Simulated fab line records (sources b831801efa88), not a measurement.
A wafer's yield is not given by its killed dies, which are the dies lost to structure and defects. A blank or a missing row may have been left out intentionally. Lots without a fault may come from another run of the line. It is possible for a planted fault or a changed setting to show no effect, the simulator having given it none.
A lot that was struck, set against a sound lot / flow sky130 / 35 steps out of a route of 708
Sound: these wafers, L684.3, L684.5, L684.6. The struck wafers were L698.1, L698.2, L698.4. The cause comes at the end.
Per side, at each step with rows, come the tool, then ch with its chambers, and then its first start. Under that, the readings that differ: sound wafers / struck wafers / difference of the means / sigmas: that difference in standard deviations of wafers without a fault.
alike: a reading whose means differ by less than 2 such deviations, as well as words and numbers matching on both sides. not compared: withheld readings; readings where some wafer has no value; bounds like >300 that might hide an equal value; numbers whose values overlap and for which the record gives no deviation.
The two part at a step that has a row with sigmas, a row that says differs or no value, or rows on one side only. When numbers do not overlap yet have no deviation, they are printed without sigmas and do not part them. A reading missing from all wafers of one side parts the sides only when that side holds two or more wafers.

first, 8 steps without rows for these wafers: SKY_VIA3_ETCH_14 (etches BARC in N2/H2, stops on SiO2, time 45.9 s, target depth 60 nm); SKY_VIA3_ETCH_15 (etches SiO2 in C4F8/O2/Ar, stops on TiN, target depth 507 nm, time 78 s); SKY_VIA3_STRIP_16 (strips in O2/N2); SKY_VIA3_STRIP_17 (strips in post etch residue remover, time 1200 s); SKY_VIA3_CLEAN_18 (cleans in IPA, time 180 s); SKY_VIA3_CLEAN_19 (cleans in O3/DIW); SKY_VIA3_SPUTTER_20 (material TiN, target thk 20 nm, time 80 s); SKY_VIA3_CVD_21 (deposits W, target thk 390 nm, time 117.31 s).
SKY_VIA3_CMP_24: polishes, stops on SiO2, t overpolish 20 s, target thk 0 nm.
  sound on cmp-01 ch 0,2,3, day 41 10:08; struck on cmp-01 ch 0,2,3, day 45 10:56
  alike: motorCurrentA, overpolishRunS, platenRpm, timeToEndpointS
then, 25 steps without rows for these wafers: SKY_METAL4_SPUTTER_00 (material Ti, target thk 15 nm, time 10 s); SKY_METAL4_SPUTTER_01 (material TiN, target thk 20 nm, time 16.7 s); SKY_METAL4_SPUTTER_02 (material AlCu, target thk 735 nm, time 39.1 s); SKY_METAL4_SPUTTER_03 (material Ti, target thk 5 nm, time 3.3 s); SKY_METAL4_SPUTTER_04 (material TiN, target thk 70 nm, time 58.3 s); SKY_CAP2M_CVD_00 (deposits SiO2, target thk 15.5 nm); SKY_CAP2M_SPUTTER_02 (material TiN, target thk 200 nm, time 166.7 s); SKY_CAP2M_DEHYDRATE_05 (time 60 s); SKY_CAP2M_HMDS_06 (prime time 60 s); SKY_CAP2M_COAT_07 (resist thk 1140 nm); SKY_CAP2M_SOFTBAKE_08 (time 60 s); SKY_CAP2M_EXPOSE_09 (exposes mask CAP2M, target cd 1000 nm); SKY_CAP2M_PEB_10; SKY_CAP2M_DEVELOP_11 (develop time 62.02 s); SKY_CAP2M_METAL_ETCH_13 (etches TiN in Cl2/BCl3, stops on SiO2, target depth 220 nm, time 62.9 s); SKY_CAP2M_STRIP_14 (strips in O2/N2); SKY_CAP2M_STRIP_15 (strips in post etch residue remover, time 1200 s); SKY_CAP2M_CLEAN_16 (cleans in IPA, time 180 s); SKY_CAP2M_CLEAN_17 (cleans in O3/DIW); SKY_METAL4_DEHYDRATE_05 (time 60 s); SKY_METAL4_HMDS_06 (prime time 60 s); SKY_METAL4_COAT_07 (resist thk 60 nm); SKY_METAL4_COAT_08 (resist thk 1140 nm); SKY_METAL4_SOFTBAKE_09 (time 90 s); SKY_METAL4_EXPOSE_10 (exposes mask MM4, target cd 300 nm).
-- the record jumps here: 5 days lie between the struck wafers' starts before and after (it left off in module METAL4 and takes up again in module PAD_OPEN, whose first step shown is number 708 of the route) --
SKY_PAD_OPEN_PROBE_99:
  sound on prober-01 at day 47 06:14; struck on prober-02 at day 50 13:54
reading=defectLimitedYield (%); sound=81.5 83.1 84.1; struck=54.3 50.6 53.9; difference=-30.0; sigmas=-15
reading=killed_at_M0_to_M3; sound=36 30 44; struck=192 203 182; difference=+156; sigmas=+23
reading=killedDies; sound=91 83 78; struck=225 243 227; difference=+148; sigmas=+15
reading=killedOnRim; sound=19 18 25; struck=45 45 46; difference=+25; sigmas=+6
reading=sort_bin_3_pad_short (%); sound=0.6 1.0 0.6; struck=2.0 5.1 2.4; difference=+2.4; sigmas=+7
reading=sort_bin_5_function (%); sound=11.0 9.1 11.2; struck=27.6 31.3 28.0; difference=+18.5; sigmas=+13
reading=sort_bin_6_memory (%); sound=6.9 6.7 4.1; struck=16.1 13.0 15.7; difference=+9.0; sigmas=+8
reading=sortNPass; sound=401 409 414; struck=267 249 265; difference=-148; sigmas=-15
reading=sortYieldPct (%); sound=81.5 83.1 84.1; struck=54.3 50.6 53.9; difference=-30.0; sigmas=-15
reading=model.etest.tester.sortNPass; sound=401 409 414; struck=267 249 265; difference=-148; sigmas=
reading=model.etest.tester.sortYieldPct (%); sound=81.5 83.13 84.15; struck=54.27 50.61 53.86; difference=-30.01; sigmas=
reading=model.etest.tester.sort_bin_5_pct (%); sound=10.98 9.146 11.18; struck=27.64 31.3 28.05; difference=+18.56; sigmas=
reading=model.etest.tester.sort_bin_6_pct (%); sound=6.911 6.707 4.065; struck=16.06 13.01 15.65; difference=+9.01; sigmas=
reading=model.etest.tester.sort_bin_3_pct (%); sound=0.6098 1.016 0.6098; struck=2.033 5.081 2.439; difference=+2.439; sigmas=
  alike: killed_at_M4_up, killedAtContacts, killedAtFrontEnd, killedAtOther, killedOpen, killedShort

WHERE THEY PART
Only at SKY_PAD_OPEN_PROBE_99, as far as this record shows.

WHY: whatever the simulator had introduced
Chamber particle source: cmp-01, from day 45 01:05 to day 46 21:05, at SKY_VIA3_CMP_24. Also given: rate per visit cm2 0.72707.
